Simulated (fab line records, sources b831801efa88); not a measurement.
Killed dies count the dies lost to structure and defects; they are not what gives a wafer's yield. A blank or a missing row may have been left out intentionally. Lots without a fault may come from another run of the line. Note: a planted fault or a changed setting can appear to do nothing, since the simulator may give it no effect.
fab line records	flow sky130
record lots=5	wafers=15	lastDay=50
route steps=708 shown VIA2@516 METAL3@532 PAD_OPEN@708
lots with no fault: from the same line, run without faults
startH: the number of hours between the record's first day and the start of the first shown wafer of the lot	waitH: how many hours have passed since the lot's step before this one	" as in the row above	L1.1+2: several wafers, shown together as one row	- no value, or no start was given	* or withheld: withheld	< > ~ a bound
route shown NAME@n: a module of which the file shows steps, and the number in the route of the first	usual: average and standard deviation across the fault-free wafers	same: alike in all rows	chamber/n: place in a boat	sites: per-site readings	_std_site: the standard deviation of these	_edge_site: mean of outer sites minus mean of inner sites	radiusMm: how far each site lies from the wafer's centre	mask NAME#n: copy n	behind: the most recent tool/chamber to have shaped the wafer	hold: reason for holding the lot/hours on hold/outcome of the hold	device: whichever transistor did not switch (one of n, p or np)	end of line: tests run on the same wafers once the route is complete	a step with no rows: only its recipe	killed: at the first sort, the dies lost to defects and structure; wafer yield is something else	map: per-die view of a wafer (x killed, . not killed, _ where there is no die)
set.NAME: the run value of the setting; set.NAME@STEP: its run value at that earlier step	model.NAME: the simulator's own value behind a step, which no gauge read
lots seen at some steps along the route; tables by step, rows by wafer
services: a tool's chamber out of use, with start hour (startH, from the record's first day; less than 0 if before it), hours out, and reason
## steps
# step SKY_VIA2_EXPOSE_09
# recipe maskId=VIM2	na=0.8	sourceShape=annular	sigmaInner=0.55	sigmaOuter=0.85	targetCdNm=200	doseMj=38
# step SKY_VIA2_PEB_10
# recipe pebTempC=withheld	pebTimeS=withheld	resist=KrF-thick
# step SKY_VIA2_DEVELOP_11
# recipe developTimeS=60	resist=KrF-thick	devTempC=21
# step SKY_VIA2_CD_MEAS_12
# recipe targetCdNm=200
# usual cdNm=199.9/1.3
lot.wafer	tool	chamber	startH	waitH	cdNm
L586.1	cdSem-01	-	884.87	-	200.1
L586.2	"	-	"	"	200.1
L586.6	"	-	"	"	200.6
L590.3	cdSem-02	-	915.73	-	198.7
L590.4	"	-	"	"	198.7
L590.5	"	-	"	"	199.2
L599.2	cdSem-01	-	982.36	-	198.7
L599.4	"	-	"	"	197.4
L599.6	"	-	"	"	198.1
L601.1	cdSem-01	-	998.14	-	199.2
L601.2	"	-	"	"	200.4
L601.4	"	-	"	"	198.2
L603.1	cdSem-02	-	1004.32	-	200.6
L603.2	"	-	"	"	200.5
L603.6	"	-	"	"	199.7
# step SKY_VIA2_OVL_MEAS_13
# usual VIA2_OVL=-2/6
lot.wafer	tool	chamber	startH	waitH	VIA2_OVL[nm]
L586.1	overlay-02	-	884.99	0.1	-3
L586.2	"	-	"	"	-7
L586.6	"	-	"	"	-6
L590.3	overlay-01	-	915.82	0.1	2
L590.4	"	-	"	"	4
L590.5	"	-	"	"	-2
L599.2	overlay-02	-	982.46	0.1	4
L599.4	"	-	"	"	4
L599.6	"	-	"	"	9
L601.1	overlay-02	-	998.26	0.1	-5
L601.2	"	-	"	"	-6
L601.4	"	-	"	"	-10
L603.1	overlay-01	-	1004.44	0.1	-3
L603.2	"	-	"	"	1
L603.6	"	-	"	"	-4
# step SKY_VIA2_ETCH_14
# recipe chemistry=N2/H2	target=BARC	ionEnergyEv=200	sourceW=500	biasW=100	pressureMtorr=30	n2FlowSccm=100	h2FlowSccm=200	stopOn=SiO2	timeS=45.9	targetDepthA=600
# usual biasW=100.02/0.28	drypumpMotorCurrentA=5.7/0.31	oesProductAu=0.854/0.0045	throttleValvePct=13.224/0.0088
lot.wafer	tool	chamber	startH	waitH	biasW	drypumpMotorCurrentA	oesProductAu	rfHoursCounterH	throttleValvePct
L586.1	rieDiel-04	2	885.03	0.0	99.73	5.2	0.850	6	13.223
L586.2	"	3	"	"	100.17	5.6	0.860	10	13.224
L586.6	"	0	"	"	100.03	5.3	0.859	-	13.223
L590.3	rieDiel-04	1	915.85	0.0	100.38	5.5	0.851	18	13.224
L590.4	"	2	"	"	100.16	5.2	0.856	7	13.204
L590.5	"	0	"	"	100.20	5.3	0.857	-	13.218
L599.2	rieDiel-04	2	982.49	0.0	100.25	5.2	0.854	9	13.226
L599.4	"	3	"	"	99.44	5.6	0.858	13	13.224
L599.6	"	1	"	"	100.12	5.5	0.856	-	13.222
L601.1	rieDiel-01	3	998.29	0.0	100.02	6.2	0.852	14	13.215
L601.2	"	2	"	"	99.97	6.0	0.853	11	13.222
L601.4	"	0	"	"	100.21	5.5	0.860	6	13.225
L603.1	rieDiel-01	2	1004.48	0.0	99.94	6.0	0.848	11	13.227
L603.2	"	3	"	"	99.51	6.3	0.853	14	13.220
L603.6	"	3	"	"	99.88	6.3	0.850	-	13.226
# step SKY_VIA2_ETCH_15
# recipe target=SiO2	chemistry=C4F8/O2/Ar	targetDepthNm=546	stopOn=TiN	maskMaterial=KrF-thick	sourceW=1500	biasW=1200	pressureMtorr=40	c4f8FlowSccm=withheld	O2_flow_sccm=6	Ar_flow_sccm=300	timeS=84
# usual biasW=1200/3.8	oesProductAu=0.939/0.0048
lot.wafer	tool	chamber	startH	waitH	biasW	oesProductAu	rfHoursCounterH
L586.1	rieDiel-04	2	885.07	0.0	1200	0.937	6
L586.2	"	3	"	"	1201	0.932	10
L586.6	"	0	"	"	1197	0.939	-
L590.3	rieDiel-04	1	915.89	0.0	1199	0.940	18
L590.4	"	2	"	"	1193	0.938	7
L590.5	"	0	"	"	1195	0.932	-
L599.2	rieDiel-04	2	982.54	0.0	1199	0.942	9
L599.4	"	3	"	"	1204	0.941	13
L599.6	"	1	"	"	1198	0.944	-
L601.1	rieDiel-01	3	998.34	0.0	1197	0.946	14
L601.2	"	2	"	"	1200	0.945	11
L601.4	"	0	"	"	1199	0.935	6
L603.1	rieDiel-01	2	1004.52	0.0	1205	0.936	11
L603.2	"	3	"	"	1193	0.940	15
L603.6	"	3	"	"	1198	0.935	-
# step SKY_VIA2_STRIP_16
# recipe chemistry=O2/N2	powerW=1400	pressureMtorr=1500	platenTempC=withheld	o2FlowSccm=3000	n2FlowSccm=300	overashFraction=0.5
# usual drypumpMotorCurrentA=5.7/0.52	oesProductAu=0.398/0.0051	stripTimeToEndpointS=4.047/0.027
lot.wafer	tool	chamber	startH	waitH	drypumpMotorCurrentA	oesProductAu	rfHoursCounterH	stripTimeToEndpointS
L586.1	plasmaAsher-01	0	885.13	0.0	6.3	0.406	13	4.026
L586.2	"	1	"	"	4.8	0.397	13	4.048
L586.6	"	0	"	"	6.3	0.400	-	4.066
L590.3	plasmaAsher-04	0	915.99	0.1	6.0	0.400	-	4.089
L590.4	"	1	"	"	5.4	0.402	-	4.060
L590.5	"	0	"	"	6.0	0.398	-	4.084
L599.2	plasmaAsher-01	0	982.60	0.0	6.3	0.396	22	4.038
L599.4	"	0	"	"	6.3	0.397	-	4.058
L599.6	"	0	"	"	6.3	0.402	-	4.046
L601.1	plasmaAsher-01	0	998.40	0.0	6.3	0.403	24	4.060
L601.2	"	1	"	"	4.8	0.397	24	4.023
L601.4	"	0	"	"	6.3	0.402	-	4.003
L603.1	plasmaAsher-01	0	1004.58	0.0	6.3	0.400	25	4.033
L603.2	"	1	"	"	4.8	0.399	25	4.018
L603.6	"	0	"	"	6.3	0.400	-	4.018
# step SKY_VIA2_STRIP_17
# recipe chemistry=postEtchResidueRemover	timeS=1200	tempC=72.5
# step SKY_VIA2_CLEAN_18
# recipe chemistry=IPA	timeS=180	tempC=25
# step SKY_VIA2_CLEAN_19
# recipe chemistry=O3/DIW	dry=n2Spin
# step SKY_VIA2_SPUTTER_20
# recipe material=TiN	targetThkNm=20	chamberPressurePa=5	powerW=4000	timeS=80
# usual throttleValvePct=30.4/1.4
lot.wafer	tool	chamber	startH	waitH	throttleValvePct
L586.1	pvdSputter-04	-	885.72	0.0	32.5
L586.2	"	-	"	"	30.3
L586.6	"	-	"	"	31.8
L590.3	pvdSputter-03	-	916.55	0.0	28.2
L590.4	"	-	"	"	31.1
L590.5	"	-	"	"	28.2
L599.2	pvdSputter-04	-	983.23	0.0	30.4
L599.4	"	-	"	"	31.7
L599.6	"	-	"	"	32.2
L601.1	pvdSputter-02	-	998.99	0.0	30.0
L601.2	"	-	"	"	29.7
L601.4	"	-	"	"	29.9
L603.1	pvdSputter-04	-	1005.22	0.0	31.7
L603.2	"	-	"	"	30.5
L603.6	"	-	"	"	28.3
# step SKY_VIA2_CVD_21
# recipe material=W	targetThkNm=420	timeS=126.4	tempC=400	pressureTorr=40
# usual heaterPowerW=916/79	susceptorTempC=400.01/0.2
lot.wafer	tool	chamber	startH	waitH	heaterPowerW	susceptorTempC	model.W_of_VIA2_CVD_21.thkNm
L586.1	cvdW-02	0	885.79	0.0	826	400.00	411.5
L586.2	"	1	"	"	928	399.97	419.7
L586.6	"	1	"	"	945	400.00	414.7
L590.3	cvdW-02	0	916.65	0.1	790	399.48	415.3
L590.4	"	1	"	"	911	393.36	373.2
L590.5	"	0	"	"	804	399.73	418.9
L599.2	cvdW-01	1	983.29	0.0	983	400.16	429.5
L599.4	"	0	"	"	959	400.03	423.5
L599.6	"	0	"	"	955	399.87	428.2
L601.1	cvdW-02	0	999.05	0.0	812	400.19	422.4
L601.2	"	1	"	"	955	400.07	425.6
L601.4	"	0	"	"	801	400.11	421
L603.1	cvdW-02	0	1005.28	0.0	795	399.98	429.9
L603.2	"	1	"	"	930	400.27	425.6
L603.6	"	0	"	"	834	399.59	424.3
# step SKY_VIA2_RS_MEAS_22
# recipe thkMeasGauge=four-point-probe	reads=W_of_VIA2_CVD_21+TiN_of_VIA2_SPUTTER_20
# usual VIA2_W_RS=0.2710/0.003
lot.wafer	tool	chamber	startH	waitH	VIA2_W_RS[ohm/sq]
L586.1	filmMetro-03	-	885.92	0.1	0.2785
L586.2	"	-	"	"	0.2733
L586.6	"	-	"	"	0.2768
L590.3	filmMetro-03	-	916.78	0.1	0.2761
L590.4	"	-	"	"	0.3074
L590.5	"	-	"	"	0.2738
L599.2	filmMetro-01	-	983.44	0.1	0.2667
L599.4	"	-	"	"	0.2704
L599.6	"	-	"	"	0.2675
L601.1	filmMetro-04	-	999.18	0.1	0.2714
L601.2	"	-	"	"	0.2697
L601.4	"	-	"	"	0.2728
L603.1	filmMetro-04	-	1005.41	0.1	0.2666
L603.2	"	-	"	"	0.2696
L603.6	"	-	"	"	0.2699
# step SKY_VIA2_THK_MEAS_23
# recipe thkMeasGauge=xrf	reads=W_of_VIA2_CVD_21
# usual VIA2_W_THK=416/5.1
lot.wafer	tool	chamber	startH	waitH	VIA2_W_THK[nm]
L586.1	filmMetro-03	-	886.04	0.1	399
L586.2	"	-	"	"	409
L586.6	"	-	"	"	406
L590.3	filmMetro-03	-	916.88	0.1	412
L590.4	"	-	"	"	371
L590.5	"	-	"	"	411
L599.2	filmMetro-01	-	983.55	0.1	418
L599.4	"	-	"	"	410
L599.6	"	-	"	"	421
L601.1	filmMetro-04	-	999.30	0.1	419
L601.2	"	-	"	"	419
L601.4	"	-	"	"	415
L603.1	filmMetro-04	-	1005.53	0.1	427
L603.2	"	-	"	"	420
L603.6	"	-	"	"	419
# step SKY_VIA2_CMP_24
# recipe stopOn=SiO2	tOverpolishS=20	downForcePsi=3.5	platenRpm=60	targetThkNm=0	padVelocityMS=0.94248
# usual motorCurrentA=11.2/1.5	platenRpm=60.00/0.04	timeToEndpointS=100/3.4
lot.wafer	tool	chamber	startH	waitH	motorCurrentA	platenRpm	timeToEndpointS
L586.2	cmp-01	3	886.10	0.0	13.8	59.88	100
L586.1	"	1	"	"	12.0	60.04	97
L586.6	"	0	"	"	11.9	59.94	101
L590.3	cmp-02	1	916.97	0.1	9.1	59.99	98
L590.4	"	3	"	"	9.7	60.07	88
L590.5	"	1	"	"	9.5	59.94	100
L599.2	cmp-01	1	983.70	0.1	12.1	59.98	96
L599.4	"	2	"	"	10.9	59.98	98
L599.6	"	3	"	"	13.2	60.03	102
L601.4	cmp-02	3	999.36	0.0	10.4	59.92	97
L601.2	"	1	"	"	9.9	59.98	97
L601.1	"	2	"	"	9.5	60.02	100
L603.2	cmp-01	0	1005.59	0.0	12.4	59.98	104
L603.1	"	2	"	"	11.1	60.04	105
L603.6	"	0	"	"	11.8	60.01	108
# step SKY_METAL3_SPUTTER_00
# recipe material=Ti	targetThkNm=15	powerW=3000	timeS=10	chamberPressurePa=0.4
# usual throttleValvePct=30.0/1.3
lot.wafer	tool	chamber	startH	waitH	throttleValvePct
L586.1	pvdSputter-03	-	886.40	0.1	28.4
L586.2	"	-	"	"	29.4
L586.6	"	-	"	"	32.4
L590.3	pvdSputter-02	-	917.22	0.2	31.0
L590.4	"	-	"	"	30.0
L590.5	"	-	"	"	30.2
L599.2	pvdSputter-03	-	983.90	0.1	30.9
L599.4	"	-	"	"	32.2
L599.6	"	-	"	"	28.4
L601.1	pvdSputter-02	-	999.66	0.1	30.1
L601.2	"	-	"	"	30.0
L601.4	"	-	"	"	30.1
L603.1	pvdSputter-01	-	1005.89	0.1	28.6
L603.2	"	-	"	"	28.9
L603.6	"	-	"	"	28.3
# step SKY_PAD_OPEN_PROBE_99
# usual defectLimitedYield=82.6/1.8	killed_at_M0_to_M3=44/6.3	killed_at_M4_up=2.8/1.7	killedAtContacts=25/5.8	killedAtFrontEnd=14/4.4	killedAtOther=0.3/0.49	killedDies=86/8.7	killedOpen=48/5.8	killedShort=38/6	sort_bin_3_pad_short=0.8/0.39	sort_bin_5_function=10.4/1.4	sort_bin_6_memory=6.2/1.1	sortNPass=406/8.7	sortYieldPct=82.6/1.8
# same grossDies=492	killedAtBackSide=0	sort_bin_4_leakage[%]=0	sort_bin_8_speed[%]=0
lot.wafer	tool	chamber	startH	waitH	defectLimitedYield[%]	killed_at_M0_to_M3	killed_at_M4_up	killedAtContacts	killedAtFrontEnd	killedAtOther	killedDies	killedOpen	killedShort	sort_bin_3_pad_short[%]	sort_bin_5_function[%]	sort_bin_6_memory[%]	sortNPass	sortYieldPct[%]
L586.1	prober-01	-	1104.93	0.1	83.3	41	4	26	11	0	82	43	39	1.0	11.0	4.7	410	83.3
L586.2	prober-01	-	1104.98	0.1	84.1	48	2	20	7	1	78	46	32	0.8	7.9	7.1	414	84.1
L586.6	prober-01	-	1105.18	0.2	83.9	41	4	20	14	0	79	46	33	0.4	10.8	4.9	413	83.9
# killed by level:class
L586.1 CONTACT:geometricParticle:open=12 VIA3:geometricParticle:open=9 LI_CONTACT:geometricParticle:open=6 LOCAL_INTERCONNECT:geometricParticle:short=5 VIA1:geometricParticle:open=5 VIA1:geometricParticle:short=5 METAL2:geometricParticle:short=5 VIA2:geometricParticle:open=5
L586.2 CONTACT:geometricParticle:open=7 METAL1:geometricParticle:short=7 VIA3:geometricParticle:open=7 LI_CONTACT:geometricParticle:open=6 VIA1:geometricParticle:open=5 METAL2:geometricParticle:short=5 VIA2:geometricParticle:open=5 VIA3:geometricParticle:short=5
L586.6 VIA1:geometricParticle:open=11 VIA3:geometricParticle:open=9 CONTACT:geometricParticle:short=6 FIELD_ISO:geometricParticle:open=4 METAL2:geometricParticle:short=4 POLY_GATE:geometricParticle:open=4 LI_CONTACT:geometricParticle:open=4 CONTACT:geometricParticle:open=4
## services
tool	chamber	startH	hours	kind
cmp-02	-	864.27	1.7	repair
cmp-01	-	874.33	4.6	pm
rieDiel-04	1	886.10	2.6	repair
cmp-02	-	898.17	2.1	repair
cvdW-01	-	904.00	14.0	pm
cvdW-01	0	904.00	14.0	ventCycle
cmp-01	-	912.28	4.0	pm
cmp-01	-	916.28	-	consumableReplace:conditioner
cmp-01	-	916.28	-	consumableReplace:pad
cmp-01	-	917.64	2.4	repair
rieDiel-04	2	917.64	2.8	repair
cmp-01	-	920.45	1.3	repair
cmp-01	-	932.30	0.8	repair
plasmaAsher-01	-	944.42	5.5	repair
cmp-01	-	949.94	2.2	repair
pvdSputter-01	-	950.32	3.3	repair
pvdSputter-03	2	954.03	-	consumableReplace:kit
pvdSputter-03	2	954.03	18.0	scheduledDown
pvdSputter-03	2	954.03	18.0	ventCycle
pvdSputter-02	2	970.21	-	consumableReplace:kit
pvdSputter-02	2	970.21	18.0	scheduledDown
pvdSputter-02	2	970.21	18.0	ventCycle
rieDiel-04	2	993.29	4.0	repair
cvdW-01	0	1002.91	1.6	repair
## key
firstSign step=SKY_VIA2_CVD_21	reading=susceptorTempC	direction=down	sigmas=33	usual=*	struck=*
effect step=SKY_VIA2_RS_MEAS_22	reading=VIA2_W_RS	direction=up	sigmas=12	usual=0.2710	struck=0.3074
effect step=SKY_VIA2_THK_MEAS_23	reading=VIA2_W_THK	direction=down	sigmas=9	usual=416	struck=371
effect step=SKY_VIA2_CMP_24	reading=timeToEndpointS	direction=down	sigmas=3.6	usual=*	struck=*
modelEffect step=SKY_VIA2_CVD_21	value=W_of_VIA2_CVD_21.thkNm	without=419.8	struck=373.2
metAt SKY_VIA2_CVD_21
struckWafers L590.4
onsetBetween 885.79 916.65
fault kind=processParameterDrift	tool=cvdW-02	chamber=1	onsetH=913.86	steps=SKY_VIA2_CVD_21	channel=tempC	offset=*	shape=step	endH=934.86	actsIn=*	stated=*
